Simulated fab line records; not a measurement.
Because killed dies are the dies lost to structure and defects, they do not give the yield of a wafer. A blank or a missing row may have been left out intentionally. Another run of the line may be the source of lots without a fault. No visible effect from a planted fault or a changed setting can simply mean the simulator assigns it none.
Struck lot and sound lot, side by side || flow sky130 || 30 out of 708 route steps
Sound: the wafers L650.2, L650.3, L650.4. Struck: wafers L670.2, L670.3, L670.6. The cause is named last.
For every step that has rows: the tool of each side, followed by ch and its chambers, followed by its first start. Under that, the readings that differ: sound wafers || struck wafers || difference of the means || sigmas: that difference in standard deviations of wafers without a fault.
alike: readings with means less than 2 such deviations apart, plus words and numbers identical on both sides. not compared: withheld readings, readings lacking a value on some wafer, bounds such as >300 that could conceal the same value, and numbers that have no deviation in the record and whose values overlap.
The two part at a step that has a row with sigmas, a row that says differs or no value, or rows on one side only. Numbers that don't overlap but have no deviation are shown without sigmas and don't part them. Lack of a reading on every wafer of one side parts them only where that side has two or more wafers.

first, 9 steps without rows for these wafers: SKY_SD_P_EXPOSE_04 (exposes mask PSDM, target cd 380 nm); SKY_SD_P_PEB_05; SKY_SD_P_DEVELOP_06 (develop time 60 s); SKY_SD_P_IMPLANT_09; SKY_SD_P_STRIP_10 (strips in O2/N2); SKY_RES_XHIGH_DEHYDRATE_00 (time 60 s); SKY_RES_XHIGH_HMDS_01 (prime time 60 s); SKY_RES_XHIGH_COAT_02 (resist thk 1140 nm); SKY_RES_XHIGH_SOFTBAKE_03 (time 60 s).
SKY_RES_XHIGH_EXPOSE_04: exposes mask URPM, target cd 1270 nm.
  sound on ilineStepper-01 ch 0, day 27 03:45; struck on ilineStepper-02 ch 0, day 34 05:18
{"reading": "model.RES_XHIGH.overlayXNm (nm)", "sound": "0.5183 0.5183 0.5183", "struck": "232.6 232.6 232.6", "difference": "+232.1", "sigmas": ""}
  alike: mask
then, 19 steps without rows for these wafers: SKY_RES_XHIGH_PEB_05; SKY_RES_XHIGH_DEVELOP_06 (develop time 60 s); SKY_RES_XHIGH_IMPLANT_07; SKY_RES_XHIGH_STRIP_08 (strips in O2/N2); SKY_SD_N_DEHYDRATE_00 (time 60 s); SKY_SD_N_HMDS_01 (prime time 60 s); SKY_SD_N_COAT_02 (resist thk 1140 nm); SKY_SD_N_SOFTBAKE_03 (time 60 s); SKY_SD_N_EXPOSE_04 (exposes mask NSDM, target cd 380 nm); SKY_SD_N_PEB_05; SKY_SD_N_DEVELOP_06 (develop time 60 s); SKY_SD_N_IMPLANT_09; SKY_SD_N_IMPLANT_10; SKY_SD_N_STRIP_11 (strips in O2/N2); SKY_SD_N_CLEAN_13 (cleans in SC1/SC2, time 150 s); SKY_SD_N_RTA_14 (time 2 s); SKY_SALICIDE_CLEAN_00 (cleans in HF-last, time 30 s); SKY_LI_CONTACT_HDPCVD_00 (deposits PSG, target thk 930 nm, time 155 s); SKY_LI_CONTACT_CMP_02 (polishes PSG).
-- the record jumps here: 17 days lie between the struck wafers' starts before and after (it left off in module LI_CONTACT and takes up again in module PAD_OPEN, whose first step shown is number 708 of the route) --
SKY_PAD_OPEN_PROBE_99:
  sound: prober-01 at day 46 16:57; struck: prober-01 at day 51 04:39
{"reading": "killedAtOther", "sound": "0 0 0", "struck": "9 7 13", "difference": "+10", "sigmas": "+16"}
{"reading": "model.etest.resXhighPo.lineOhmUm", "sound": "5748 5622 5720", "struck": "6747 6393 6536", "difference": "+862", "sigmas": ""}
{"reading": "model.etest.resXhighPo.widthNm (nm)", "sound": "351 348.1 351.6", "struck": "315.2 314.7 314.5", "difference": -35.4, "sigmas": ""}
  alike: killed_at_M0_to_M3, killed_at_M4_up, killedAtContacts, killedAtFrontEnd, killedDies, killedOpen, killedShort

WHERE THEY PART
At SKY_PAD_OPEN_PROBE_99 and nowhere else, as far as this record goes.

WHY: whatever the simulator had introduced
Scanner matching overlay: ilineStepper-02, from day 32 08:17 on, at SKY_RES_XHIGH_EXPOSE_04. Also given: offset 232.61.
